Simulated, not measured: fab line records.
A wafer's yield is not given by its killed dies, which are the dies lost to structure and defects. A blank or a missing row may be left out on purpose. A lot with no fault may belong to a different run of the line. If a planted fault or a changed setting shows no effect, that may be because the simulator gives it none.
fab line records	flow sky130
[record] lots = 13	wafers = 39	last-day = 51
route steps=708 shown DNWELL@42 VT_ADJUST_HVTR@139 CONTACT@410
lots untouched by any fault: they come from a run of this same line in which no faults occurred
start-h: start of the lot's first displayed wafer, in hours after the record's first day	wait-h: how many hours have passed since the lot's step before this one	" unchanged from the row above	L1.1+2: several wafers, shown together as one row	- no value, or no start was given	* or withheld: withheld	< > ~ a bound
route shown NAME@n: NAME is a module with steps in the file, n the number in the route of the first one	usual: mean/standard deviation taken from wafers without a fault	same: alike in all rows	chamber/n: place in a boat	sites: each site's reading	_std_site: standard deviation across them	_edge_site: mean of outer sites minus mean of inner sites	radius-mm: how far each site lies from the wafer's centre	mask NAME#n: copy n	behind: the tool/chamber that last shaped the wafer	hold: the reason the lot was held/the length of the hold in hours/how it ended	device: which transistor (n, p or np) failed to switch	end of line: tests of these same wafers at the route's end	a step without rows: its recipe alone	killed: the dies lost at the first sort to structure and to defects; this is not the yield of the wafer	map: a wafer's dies, x killed, . not, _ none there
set.NAME: the run value of the setting; set.NAME@STEP: its run value at that earlier step	model.NAME: the simulator's own value behind a step, which no gauge read
steps of the route over a sample of lots; a table a step, a row a wafer
services: the hour from which a tool's chamber was out of use, counted from the record's first day as start-h (under 0 if before that day), plus the number of hours and why
[[steps]]
[step SKY_DNWELL_IMPLANT_07]
[recipe] species = P	energy-kev = withheld	dose-cm2 = withheld	tilt-deg = withheld
lot.wafer	tool	chamber	start-h	wait-h
L572.2+3+5	implanter-03	0	52.83	-
L574.4+5+6	implanter-04	0	64.20	-
L575.1+5+6	implanter-02	0	68.99	-
L577.1+2+3	implanter-04	0	83.23	-
L578.3+5+6	implanter-03	0	88.19	-
L581.2+3+4	implanter-04	0	107.08	-
L582.2+5+6	implanter-04	0	109.33	-
L584.2+4+5	implanter-03	0	118.73	-
L585.1+2+5	implanter-03	0	120.09	-
L586.1+3+5	implanter-03	0	129.14	-
L587.3+4+5	implanter-04	0	134.03	-
L588.1+2+3	implanter-04	0	139.53	-
L595.2+3+5	implanter-04	0	179.96	-
[step SKY_DNWELL_TW_MEAS_09]
[usual] DNWELL_TW = 1128/6
lot.wafer	tool	chamber	start-h	wait-h	hold	DNWELL_TW
L572.2	film-metro-03	-	53.07	0.1	-	1124
L572.3	"	-	"	"	-	1126
L572.5	"	-	"	"	-	1123
L574.4	film-metro-01	-	64.41	0.1	-	1136
L574.5	"	-	"	"	-	1130
L574.6	"	-	"	"	-	1131
L575.1	film-metro-03	-	69.24	0.1	-	1127
L575.5	"	-	"	"	-	1119
L575.6	"	-	"	"	-	1131
L577.1	film-metro-03	-	83.48	0.1	-	1125
L577.2	"	-	"	"	-	1130
L577.3	"	-	"	"	-	1125
L578.3	film-metro-01	-	88.41	0.1	-	1125
L578.5	"	-	"	"	-	1122
L578.6	"	-	"	"	-	1125
L581.2	film-metro-03	-	107.32	0.1	-	1122
L581.3	"	-	"	"	-	1131
L581.4	"	-	"	"	-	1126
L582.2	film-metro-03	-	109.57	0.1	-	1125
L582.5	"	-	"	"	-	1131
L582.6	"	-	"	"	-	1131
L584.2	film-metro-01	-	118.97	0.1	-	1130
L584.4	"	-	"	"	-	1129
L584.5	"	-	"	"	-	1131
L585.1	film-metro-01	-	120.34	0.1	await-dispo/0.2h/release	1195
L585.2	"	-	"	"	await-dispo/0.2h/release	1196
L585.5	"	-	"	"	await-dispo/0.2h/release	1196
L585.1	film-metro-01	-	120.67	0.3	-	1191
L585.2	"	-	"	"	-	1197
L585.5	"	-	"	"	-	1187
L586.1	film-metro-02	-	129.39	0.1	await-dispo/0.2h/release	1202
L586.3	"	-	"	"	await-dispo/0.2h/release	1200
L586.5	"	-	"	"	await-dispo/0.2h/release	1194
L586.1	film-metro-02	-	129.62	0.2	-	1200
L586.3	"	-	"	"	-	1193
L586.5	"	-	"	"	-	1195
L587.3	film-metro-03	-	134.25	0.1	-	1125
L587.4	"	-	"	"	-	1115
L587.5	"	-	"	"	-	1122
L588.1	film-metro-03	-	139.78	0.1	-	1121
L588.2	"	-	"	"	-	1126
L588.3	"	-	"	"	-	1119
L595.2	film-metro-03	-	180.20	0.1	-	1127
L595.3	"	-	"	"	-	1138
L595.5	"	-	"	"	-	1136
[step SKY_VT_ADJUST_HVTR_OVL_MEAS_08]
[usual] VT_ADJUST_HVTR_OVL = -0.1/1.4
lot.wafer	tool	chamber	start-h	wait-h	VT_ADJUST_HVTR_OVL[nm]
L572.2	overlay-02	-	200.15	0.1	-1.0
L572.3	"	-	"	"	0.1
L572.5	"	-	"	"	2.1
L574.4	overlay-02	-	217.81	0.1	1.2
L574.5	"	-	"	"	2.3
L574.6	"	-	"	"	1.5
L575.1	overlay-01	-	221.86	0.1	-0.7
L575.5	"	-	"	"	1.5
L575.6	"	-	"	"	-1.9
L577.1	overlay-02	-	240.53	0.1	1.1
L577.2	"	-	"	"	-0.3
L577.3	"	-	"	"	-1.5
L578.3	overlay-01	-	247.47	0.1	-0.2
L578.5	"	-	"	"	-1.1
L578.6	"	-	"	"	-2.5
L581.2	overlay-02	-	275.93	0.1	2.8
L581.3	"	-	"	"	0.4
L581.4	"	-	"	"	2.1
L582.2	overlay-02	-	279.06	0.1	-0.2
L582.5	"	-	"	"	0.9
L582.6	"	-	"	"	-0.4
L584.2	overlay-01	-	292.88	0.1	-1.5
L584.4	"	-	"	"	-0.8
L584.5	"	-	"	"	-0.7
L585.1	overlay-02	-	296.50	0.1	-1.5
L585.2	"	-	"	"	-0.8
L585.5	"	-	"	"	-0.6
L586.1	overlay-02	-	307.28	0.1	0.7
L586.3	"	-	"	"	-0.5
L586.5	"	-	"	"	0.6
L587.3	overlay-01	-	313.52	0.1	-0.7
L587.4	"	-	"	"	0.4
L587.5	"	-	"	"	-2.5
L588.1	overlay-01	-	321.31	0.1	-1.5
L588.2	"	-	"	"	0.7
L588.3	"	-	"	"	-1.6
L595.2	overlay-02	-	376.61	0.1	2.1
L595.3	"	-	"	"	1.4
L595.5	"	-	"	"	1.4
[step SKY_CONTACT_CMP_04]
[recipe] material = SiO2	down-force-psi = 4	platen-rpm = 60	pad-velocity-m-s = 0.94248
[usual] motor-current-A = 12.4/0.81	platen-rpm = 60.00/0.045	time-to-endpoint-s = 84/3.6
lot.wafer	tool	chamber	start-h	wait-h	motor-current-A	platen-rpm	time-to-endpoint-s
L572.2	cmp-02	3	694.87	0.1	12.4	59.99	78
L572.3	"	1	"	"	13.2	60.02	85
L572.5	"	3	"	"	12.3	59.97	80
L574.4	cmp-01	2	718.51	0.1	11.5	60.01	80
L574.5	"	0	"	"	10.7	59.99	80
L574.6	"	1	"	"	11.8	60.10	87
L575.1	cmp-01	0	725.11	0.4	11.0	60.03	85
L575.6	"	1	"	"	12.8	60.01	83
L575.5	"	2	"	"	11.5	60.07	81
L577.1	cmp-02	2	747.64	0.1	12.8	59.88	79
L577.3	"	3	"	"	12.3	59.99	81
L577.2	"	0	"	"	12.8	60.04	84
L578.3	cmp-01	3	770.32	0.1	13.0	59.95	81
L578.5	"	1	"	"	12.9	59.99	75
L578.6	"	2	"	"	12.1	59.98	75
L581.3	cmp-02	1	782.52	0.0	13.8	60.00	88
L581.2	"	3	"	"	12.2	59.99	85
L581.4	"	0	"	"	12.3	60.01	86
L582.2	cmp-01	1	791.27	0.1	12.3	60.03	82
L582.5	"	0	"	"	11.1	60.05	79
L582.6	"	1	"	"	12.8	59.93	84
L584.4	cmp-01	3	802.25	0.0	12.9	59.92	85
L584.2	"	0	"	"	10.6	60.00	88
L584.5	"	3	"	"	13.1	59.97	87
L585.2	cmp-01	3	806.23	0.0	13.2	59.99	83
L585.1	"	2	"	"	11.8	59.92	83
L585.5	"	0	"	"	11.2	60.02	83
L586.1	cmp-01	0	813.51	0.1	11.1	60.05	81
L586.3	"	1	"	"	12.4	60.06	82
L586.5	"	1	"	"	12.4	59.98	81
L587.3	cmp-02	1	823.21	0.1	14.4	60.05	85
L587.4	"	2	"	"	12.7	60.02	84
L587.5	"	3	"	"	12.8	59.97	84
L588.2	cmp-02	0	835.84	0.0	12.0	60.10	87
L588.1	"	2	"	"	13.1	59.97	88
L588.3	"	3	"	"	13.0	59.96	90
L595.2	cmp-02	0	903.16	0.0	12.5	59.97	87
L595.3	"	2	"	"	12.8	59.96	87
L595.5	"	1	"	"	12.8	60.02	88
[step SKY_CONTACT_CD_MEAS_14]
[recipe] target-cd-nm = 170
[usual] cd-nm = 170.4/1.6
lot.wafer	tool	chamber	start-h	wait-h	cd-nm
L572.2	cd-sem-02	-	723.48	-	169.6
L572.3	"	-	"	"	169.8
L572.5	"	-	"	"	170.7
L574.4	cd-sem-02	-	746.00	-	169.7
L574.5	"	-	"	"	170.0
L574.6	"	-	"	"	168.9
L575.1	cd-sem-02	-	753.27	-	170.6
L575.5	"	-	"	"	170.6
L575.6	"	-	"	"	168.5
L577.1	cd-sem-01	-	774.72	-	171.5
L577.2	"	-	"	"	172.9
L577.3	"	-	"	"	172.0
L578.3	cd-sem-02	-	796.58	-	169.9
L578.5	"	-	"	"	169.5
L578.6	"	-	"	"	169.9
L581.2	cd-sem-02	-	808.81	-	168.9
L581.3	"	-	"	"	167.5
L581.4	"	-	"	"	169.0
L582.2	cd-sem-01	-	818.63	-	170.5
L582.5	"	-	"	"	170.1
L582.6	"	-	"	"	171.4
L584.2	cd-sem-02	-	829.06	-	167.6
L584.4	"	-	"	"	167.1
L584.5	"	-	"	"	168.9
L585.1	cd-sem-02	-	832.96	-	170.4
L585.2	"	-	"	"	172.2
L585.5	"	-	"	"	171.2
L586.1	cd-sem-02	-	840.11	-	168.1
L586.3	"	-	"	"	168.1
L586.5	"	-	"	"	168.5
L587.3	cd-sem-02	-	849.51	-	170.6
L587.4	"	-	"	"	171.0
L587.5	"	-	"	"	170.4
L588.1	cd-sem-02	-	861.52	-	169.4
L588.2	"	-	"	"	167.8
L588.3	"	-	"	"	169.6
L595.2	cd-sem-02	-	928.73	-	171.2
L595.3	"	-	"	"	171.2
L595.5	"	-	"	"	170.4
[[services]]
tool	chamber	start-h	hours	kind
cmp-01	-	36.66	1.7	repair
cmp-01	-	64.06	4.0	pm
implanter-04	-	75.32	7.6	pm
implanter-04	-	87.75	3.2	repair
cmp-01	-	111.15	27.2	pm
implanter-04	-	127.06	6.7	repair
implanter-04	-	163.00	9.7	repair
cmp-01	-	167.84	1.6	repair
cmp-01	-	172.10	0.9	repair
cmp-01	-	186.13	4.1	pm
cmp-01	-	213.02	1.0	repair
implanter-04	-	264.53	5.4	pm
cmp-01	-	324.55	2.3	repair
cmp-01	-	371.13	4.5	pm
cmp-01	-	404.06	4.0	pm
cmp-01	-	427.03	1.3	repair
cmp-01	-	434.05	0.4	repair
cmp-01	-	454.07	2.9	repair
implanter-04	-	474.99	3.1	repair
cmp-01	-	518.57	0.6	repair
cmp-01	-	519.53	33.9	repair
implanter-04	-	530.94	14.1	pm
cmp-01	-	554.21	0.8	repair
implanter-04	-	578.27	4.6	repair
[[key]]
[first-sign] step = SKY_DNWELL_TW_MEAS_09	reading = visit	direction = added
[effect] step = SKY_DNWELL_TW_MEAS_09	reading = DNWELL_TW	direction = up	sigmas = 12	usual = 1128	struck = 1197
met-at SKY_DNWELL_IMPLANT_07
struck-lots L585,L586
tester-left-out L585,L586
not-acting-at SKY_VT_ADJUST_HVTR_OVL_MEAS_08,SKY_CONTACT_CMP_04,SKY_CONTACT_CD_MEAS_14
onset-between 118.73 120.09
[fault] kind = process-parameter-drift	tool = implanter-03	chamber = -	onset-h = 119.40	steps = SKY_DNWELL_IMPLANT_07	channel = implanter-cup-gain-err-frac	offset = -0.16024	shape = step	end-h = 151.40
// tester-left-out: of these lots the tester's yield and bins aren't shown, on N5 and GAA mostly nor the transistor test; their killed dies are dies lost to structure and defects alone, not to doping, threshold or leakage, so they don't give the yield
